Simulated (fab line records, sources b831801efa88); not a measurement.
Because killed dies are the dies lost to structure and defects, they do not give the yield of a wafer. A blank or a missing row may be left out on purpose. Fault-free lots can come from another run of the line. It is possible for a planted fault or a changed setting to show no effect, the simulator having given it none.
Lot-split experiment    flow sky130    on a route of 708 steps: 5 lots, 23 wafers read

## SPLIT DETAILS
At SKY_METAL5_SPUTTER_02 (material AlCu, target thk 1150 nm, time 61.2 s), the setting timeS was moved away from the recipe's 61.2 s on 10 of the 23 wafers read, by -13.0% to +4.5%. The other wafers ran this setting at the recipe's value.

## FROM THE SPLIT TO THE READING: what the file shows between them, 8 steps
- SKY_METAL5_SPUTTER_03: material Ti, target thk 5 nm, time 3.3 s
- SKY_METAL5_SPUTTER_04: material TiN, target thk 70 nm, time 58.3 s
- SKY_METAL5_RS_MEAS_05: measures by four-point-probe
- SKY_METAL5_THK_MEAS_06: measures by xrf
- SKY_METAL5_DEHYDRATE_07: time 60 s
- SKY_METAL5_HMDS_08: prime time 60 s
- SKY_METAL5_DEVELOP_13: develop time 60 s
- SKY_METAL5_DESCUM_14: chemistry O2, time 11 s

## THE READING
oesProductAu, in a.u., at SKY_METAL5_METAL_ETCH_15 (etches the open film in Cl2/BCl3, stops on SiO2, target depth 1260 nm, time 252 s). Fault-free wafers of this fab line usually give 0.894 a.u., standard deviation 0.005 a.u.

wafer   tool, chamber at the split  timeS as run, s  against the recipe  oesProductAu, a.u.  against lot-mates on the recipe
L079.1  pvdSputter-01, -            57               -6.9%               0.877               -0.018
L079.2  pvdSputter-01, -            57               -6.9%               0.871               -0.024
L079.3  pvdSputter-01, -            61.2             recipe              0.893               -
L079.4  pvdSputter-01, -            57               -6.9%               0.867               -0.028
L079.6  pvdSputter-01, -            61.2             recipe              0.896               -
L080.1  pvdSputter-03, -            53.23            -13.0%              0.835               -0.059
L080.2  pvdSputter-03, -            53.23            -13.0%              0.836               -0.058
L080.4  pvdSputter-03, -            61.2             recipe              0.896               -
L080.5  pvdSputter-03, -            61.2             recipe              0.892               -
L080.6  pvdSputter-03, -            53.23            -13.0%              0.838               -0.056
L081.1  pvdSputter-02, -            61.2             recipe              0.891               -
L081.2  pvdSputter-02, -            61.2             recipe              0.894               -
L081.3  pvdSputter-02, -            61.2             recipe              0.895               -
L084.2  pvdSputter-02, -            61.2             recipe              0.896               -
L084.3  pvdSputter-02, -            63.95            +4.5%               0.898               +0.002
L084.4  pvdSputter-02, -            61.2             recipe              0.900               -
L084.5  pvdSputter-02, -            63.95            +4.5%               0.907               +0.011
L084.6  pvdSputter-02, -            61.2             recipe              0.893               -
L085.1  pvdSputter-02, -            61.2             recipe              0.892               -
L085.2  pvdSputter-02, -            61.2             recipe              0.890               -
L085.3  pvdSputter-02, -            58.4             -4.6%               0.876               -0.013
L085.5  pvdSputter-02, -            61.2             recipe              0.884               -
L085.6  pvdSputter-02, -            58.4             -4.6%               0.887               -0.002

FIT RESULTS
A straight line over all 23 wafers: oesProductAu changes by +0.00387 a.u. for each +1% of timeS; r = +0.96; the points scatter about the line by 0.0059 a.u.
The same after taking each lot's own level away (the mean of its wafers on the recipe; 23 wafers): +0.00383 a.u. for each +1%; r = +0.95; scatter 0.0066 a.u.
According to that fit, moving timeS by its largest amount changes the reading by 0.05 a.u.
From 0.8887 to 0.8963 a.u.: that is the span of the lots' own levels, equal to 1.5 times the standard deviation above.
So the lot-to-lot level changes the slope little: the two slopes agree.
Check: with one of the wafers moved furthest among these (-13.0%) left out of the fit, the line predicts -0.048 a.u. for it against its lot-mates. It came out at -0.059 a.u. against them.

## THESE WAFERS: OTHER SPLITS
Other splits were also applied to these wafers ahead of the reading. Each is held against what the fit with the lots' levels taken away leaves over:
other split on the same wafers         wafers away from the commonest value  r with oesProductAu (lot level and that fit taken away)
SKY_CAP2M_METAL_ETCH_13 biasW          4                                     -0.16
SKY_METAL4_COAT_08 spinRpm             9                                     +0.05
SKY_METAL4_METAL_ETCH_18 biasW         9                                     -0.43
SKY_VIA4_COAT_06 spinRpm               12                                    -0.09
SKY_VIA4_EXPOSE_08 doseMj              8                                     +0.44
SKY_VIA4_SPUTTER_17 chamberPressurePa  18                                    +0.04

## THE WHOLE CHAIN: every reading that the file lists as answering this split, in the file's order
step                      what it does                                                                       reading                                                                           change (the file's fit)                    r (the file's)
SKY_METAL5_SPUTTER_02     material AlCu, target thk 1150 nm, time 61.2 s                                     AlCu_of_METAL5_SPUTTER_02.thkNm (the simulator's own value, which no gauge read)  +11.6 nm for each +1% of the setting       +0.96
SKY_METAL5_RS_MEAS_05     measures by four-point-probe                                                       METAL5_ALCU_RS                                                                    -0.000307 for each +1% of the setting      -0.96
SKY_METAL5_THK_MEAS_06    measures by xrf                                                                    METAL5_ALCU_THK                                                                   +12 for each +1% of the setting            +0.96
SKY_METAL5_METAL_ETCH_15  etches the open film in Cl2/BCl3, stops on SiO2, target depth 1260 nm, time 252 s  oesProductAu                                                                      +0.00373 a.u. for each +1% of the setting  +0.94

## FILE'S OWN FIT
oesProductAu changes by +0.00373 a.u. for each +1% of timeS, r = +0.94.
